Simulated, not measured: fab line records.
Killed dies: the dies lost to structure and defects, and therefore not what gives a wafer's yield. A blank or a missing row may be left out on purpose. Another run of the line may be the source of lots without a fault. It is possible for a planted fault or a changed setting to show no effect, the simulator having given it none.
Comparing a struck lot with a sound one	flow gf180mcu	15 out of 602 route steps
Sound: the wafers L467.4, L467.5, L467.6. The struck wafers were L469.2, L469.5, L469.6. Last of all comes the cause.
Order at every step that has rows: each side's tool, ch and its chambers, its first start. Under that, the readings that differ: sound wafers	struck wafers	difference of the means	sigmas: that difference in standard deviations of wafers without a fault.
alike: readings with means less than 2 such deviations apart, plus words and numbers identical on both sides. not compared: withheld readings, readings lacking a value on some wafer, bounds such as >300 that could conceal the same value, and numbers that have no deviation in the record and whose values overlap.
Wherever a step has rows on one side only, a row that says differs or no value, or a row with sigmas, the two part there. When numbers do not overlap yet have no deviation, they are printed without sigmas and do not part them. A reading that every wafer of one side lacks parts them only if that side has two wafers or more.

GF_V4_OVL_MEAS_15:
  sound on overlay-01 at day 26 08:43; struck on overlay-02 at day 27 08:04
  alike: V4_OVL
GF_V4_ETCH_16: etches BARC in N2/H2.
  sound on rieDiel-02 ch 1,2, day 26 08:44; struck on rieDiel-02 ch 0,3, day 27 08:06
  alike: chamberPressureMTorr, drypumpMotorCurrentA, n2FlowSccm, oesProductAu, throttleValvePct
GF_V4_ETCH_17: etches SiO2 in C4F8/O2/Ar, stops on TiN, target depth 630 nm.
  sound on rieDiel-02 ch 1,2; struck on rieDiel-02 ch 0,3
  alike: chamberPressureMTorr, oesProductAu
then, 3 steps without rows for these wafers: GF_V4_STRIP_18 (strips in O2/N2); GF_V4_STRIP_19 (strips in post etch residue remover, time 1200 s); GF_V4_CLEAN_20 (cleans in DIW).
GF_V4_SPUTTER_21: material Ti, target thk 15 nm, time 80.02 s.
  sound on pvdSputter-02 at day 26 09:26; struck on pvdSputter-02 at day 27 08:46
  alike: throttleValvePct
then, 1 step without rows for these wafers: GF_V4_SPUTTER_22 (material TiN, target thk 10 nm, time 40 s).
GF_V4_CVD_23: deposits W, target thk 350 nm, time 104.9 s.
  sound on cvdW-01 ch 0,1, day 26 09:35; struck on cvdW-01 ch 0,1, day 27 08:52
  alike: heaterPowerW, susceptorTempC
GF_V4_RS_MEAS_24: measures by four-point-probe.
  sound on filmMetro-03 at day 26 09:43; struck on filmMetro-03 at day 27 09:05
  alike: V4_W_RS
GF_V4_THK_MEAS_25: measures by xrf.
  sound on filmMetro-03 at day 26 09:48; struck on filmMetro-03 at day 27 09:11
  alike: V4_W_THK
then, 1 step without rows for these wafers: GF_V4_CMP_26 (polishes, stops on SiO2, t overpolish 15 s, target thk 0 nm).
GF_MIM_SPUTTER_00: material Ti, target thk 37.5 nm, time 150 s.
  sound on pvdSputter-04 at day 26 10:08; struck on pvdSputter-03 at day 27 09:32
reading	sound	struck	difference	sigmas
model.Ti_of_MIM_SPUTTER_00.thkNm (nm)	37.46 37.47 38.22	31.63 31.22 31.5	-6.27	
  alike: throttleValvePct
GF_MIM_SPUTTER_01: material TiN, target thk 30 nm, time 25 s.
  sound on pvdSputter-04 at day 26 10:14; struck on pvdSputter-03 at day 27 09:38
  alike: throttleValvePct
-- the record jumps here: 4 days lie between the struck wafers' starts before and after (it left off in module MIM and takes up again in module PASSIVATION, whose first step shown is number 602 of the route) --
GF_PASSIVATION_PROBE_99:
  rows exist in the record for the struck wafers here (prober-01, day 31 15:13), but not for the sound ones

== WHERE THEY PART ==
Only at GF_PASSIVATION_PROBE_99, as far as this record shows.

WHY: what had been put in by the simulator
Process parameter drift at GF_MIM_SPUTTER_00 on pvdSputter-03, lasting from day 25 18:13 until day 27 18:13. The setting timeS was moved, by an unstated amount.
